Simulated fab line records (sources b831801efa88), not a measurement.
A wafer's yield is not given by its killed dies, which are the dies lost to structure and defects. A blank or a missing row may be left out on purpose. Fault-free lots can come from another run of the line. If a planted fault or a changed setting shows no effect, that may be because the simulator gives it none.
The same fault as seen by 2 desks	flow gf180mcu	each desk has only its own numbers; what lay behind them comes last

## THE METROLOGY DESK
What the gauges read, lot by lot, whatever tool the lot ran on: means of the sampled wafers that have a number. The brackets show how far a lot's mean lies from the usual mean; more than 4 standard deviations puts the lot out of limits, marked OUT.
Columns: A = INCOMING_BOW at GF_STI_BOW_MEAS_00, usual -1 um; B = STI_OXIDATION_01_THK at GF_STI_THK_MEAS_22, usual 15.02 nm; C = NWELL_RS at GF_VT_IMPLANT_RS_MEAS_47, usual 486.9 ohm/sq
lot	first seen here	A	B	C
L617	day 1 10:01	-3	14.90	489.4
L619	day 1 20:00	-4	15.39	486.4
L622	day 2 11:00	-2	15.02	486.6
L625	day 3 02:01	-8	14.97	475.2 (-9.7) OUT
L626	day 3 07:00	-3	15.02	474.9 (-10) OUT
L630	day 4 03:00	-6	14.91	487.9
L631	day 4 08:04	1	14.79	486.6
L633	day 4 18:00	0	14.73	485.0
L635	day 5 04:00	0	15.22	486.2
L636	day 5 09:00	-3	14.55	488.3
L637	day 5 14:00	-5	14.71	487.6
L638	day 5 19:02	0	15.26	486.3
L639	day 6 00:04	-5	14.87	484.7
Per this desk, out of limits: L625, L626; the first was L625, day 9 20:58 (NWELL_RS at GF_VT_IMPLANT_RS_MEAS_47). Within limits: L617, L619, L622, L630, L631, L633, L635, L636, L637, L638, L639.

## TOOL OWNER'S DESK, implanter-03
The tool's own readings at GF_NWELL_IMPLANT_09, given as means over the sampled wafers that have a number, one for each lot that went through this tool. The brackets show how far a lot's mean lies from the usual mean; more than 4 standard deviations puts the lot out of limits, marked OUT.
Columns: A = dose ions cm2 at GF_NWELL_IMPLANT_09, usual 4e+12; B = end station pressure torr at GF_NWELL_IMPLANT_09, usual 5.04e-06 Torr; C = faraday current uA at GF_NWELL_IMPLANT_09, usual 22.5
lot	first seen here	A	B	C
L617	day 3 07:28	4e+12	4.86e-06	22.5
L619	day 3 20:05	4e+12	4.92e-06	22.8
L625	day 5 03:44	5e+12 (+99 or more) OUT	4.99e-06	26.8 (+9.4) OUT
L626	day 5 11:10	5e+12 (+99 or more) OUT	4.94e-06	26.5 (+8.8) OUT
L636	day 7 15:14	4e+12	4.96e-06	22.4
L637	day 7 20:26	4e+12	5.01e-06	22.4
L638	day 8 04:38	4e+12	5.15e-06	22.7
L639	day 8 09:08	4e+12	4.98e-06	22.4
This desk finds L625, L626 out of limits, L625 being first, at day 5 03:44 (dose ions cm2 at GF_NWELL_IMPLANT_09). Within limits: L617, L619, L636, L637, L638, L639.

## TAKEN TOGETHER
The tool owner's desk could have raised an alarm at day 5 03:44, on L625, L626.
On L625, L626, the metrology desk was in a position to raise an alarm at day 9 20:58.
All the named lots went through GF_NWELL_IMPLANT_09 on implanter-03.

## WHAT THE SIMULATOR HAD PUT IN
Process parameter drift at GF_NWELL_IMPLANT_09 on implanter-03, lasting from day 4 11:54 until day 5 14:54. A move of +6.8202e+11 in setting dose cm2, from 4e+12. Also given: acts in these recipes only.
Struck lots among those shown: L625, L626.
Fault start to first reading out of limits, in hours, per desk: tool owner, 16; metrology, 129.
